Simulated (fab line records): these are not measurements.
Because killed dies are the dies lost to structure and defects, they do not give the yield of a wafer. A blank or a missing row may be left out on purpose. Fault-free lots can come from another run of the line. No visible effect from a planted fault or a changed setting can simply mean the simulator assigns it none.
A struck lot beside a sound one :: flow gf180mcu :: 15 steps out of a route of 602
Sound: the wafers L985.3, L985.4, L985.6. Wafers struck: L971.4, L971.5, L971.6. The cause is named last.
Each step with rows lists, per side, the tool, then ch with its chambers, then its first start. Under that, the readings that differ: sound wafers :: struck wafers :: difference of the means :: sigmas: that difference in standard deviations of wafers without a fault.
alike: same words and numbers on both sides, and readings whose means sit less than 2 such deviations apart. not compared: any withheld reading, any reading some wafer has no value for, any bound like >300 that may hide the same value, and any number with overlapping values for which the record gives no deviation.
A row with sigmas, a row that says differs or no value, or rows on one side alone: a step with any of these is where the two part. Numbers that don't overlap but have no deviation are shown without sigmas and don't part them. Lack of a reading on every wafer of one side parts them only where that side has two or more wafers.

first, 1 step without rows for these wafers: GF_TOP_METAL_CLEAN_19 (cleans in DIW).
GF_PASSIVATION_CVD_00: deposits SiO2 from TEOS, target thk 1000 nm, time 111.95 s.
  sound on pecvd-01 ch 1,2, day 33 16:52; struck on pecvd-02 ch 0,1,2, day 29 22:53
  alike: heater power w, rf fwd power W
GF_PASSIVATION_THK_MEAS_01:
  sound on film metro-04 at day 33 16:58; struck on film metro-04 at day 29 22:59
  alike: PASSIVATION_CVD_00_THK
GF_PASSIVATION_CVD_02: deposits Si3N4, target thk 700 nm, time 486.18 s.
  sound on pecvd-02 ch 0,1,2, day 33 17:01; struck on pecvd-03 ch 0,1,2, day 29 23:10
  alike: heater power w, rf fwd power W
GF_PASSIVATION_THK_MEAS_03:
  sound on film metro-03 at day 33 17:19; struck on film metro-03 at day 29 23:20
  alike: PASSIVATION_CVD_02_THK
then, 7 steps without rows for these wafers: GF_PASSIVATION_DEHYDRATE_04 (time 60 s); GF_PASSIVATION_HMDS_05 (prime time 60 s); GF_PASSIVATION_COAT_06 (resist thk 4000 nm); GF_PASSIVATION_SOFTBAKE_07; GF_PASSIVATION_EXPOSE_08 (exposes mask Pad, target cd 40000 nm); GF_PASSIVATION_PEB_09; GF_PASSIVATION_DEVELOP_10 (develop time 60 s).
GF_PASSIVATION_ETCH_11: etches the open film in CF4/O2, stops on TiN, target depth 1800 nm, time 400 s.
  sound on rie diel-01 ch 0,1,2, day 34 08:37; struck on rie diel-03 ch 1,2,3, day 30 17:58
  no value came back on the struck wafers for any of 7 readings (O2_flow_sccm (sccm), bias w (W) and others); on the sound wafers O2_flow_sccm (sccm) reads 9.96 10.05 10.01
reading: model.coat_of_PASSIVATION_COAT_06.thk nm (nm)
sound: 2784 2768 2776
struck: 3999 3989 3992
difference: +1217
sigmas: 
  not compared: rf hours counter h
GF_PASSIVATION_STRIP_12: strips in O2/N2.
  sound on plasma asher-04 ch 0,1, day 34 08:53; struck on plasma asher-03 ch 0,1, day 30 18:14
reading: drypump motor current A (A)
sound: 5.79 5.32 5.32
struck: 6.12 5.98 6.17
difference: +0.61
sigmas: +2

reading: strip time to endpoint s (s)
sound: 34.57 34.41 34.51
struck: 48.29 48.16 48.19
difference: +13.72
sigmas: +72
  alike: heater power w, oes product au
  not compared: rf hours counter h
then, 1 step without rows for these wafers: GF_PASSIVATION_ANNEAL_13 (time 1800 s).

WHERE THEY PART
First at GF_PASSIVATION_ETCH_11; last, within this record, at GF_PASSIVATION_STRIP_12.

WHY: the cause the simulator had injected
Entire step skipped (rie diel-03, GF_PASSIVATION_ETCH_11), from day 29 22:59 onward. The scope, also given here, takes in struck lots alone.
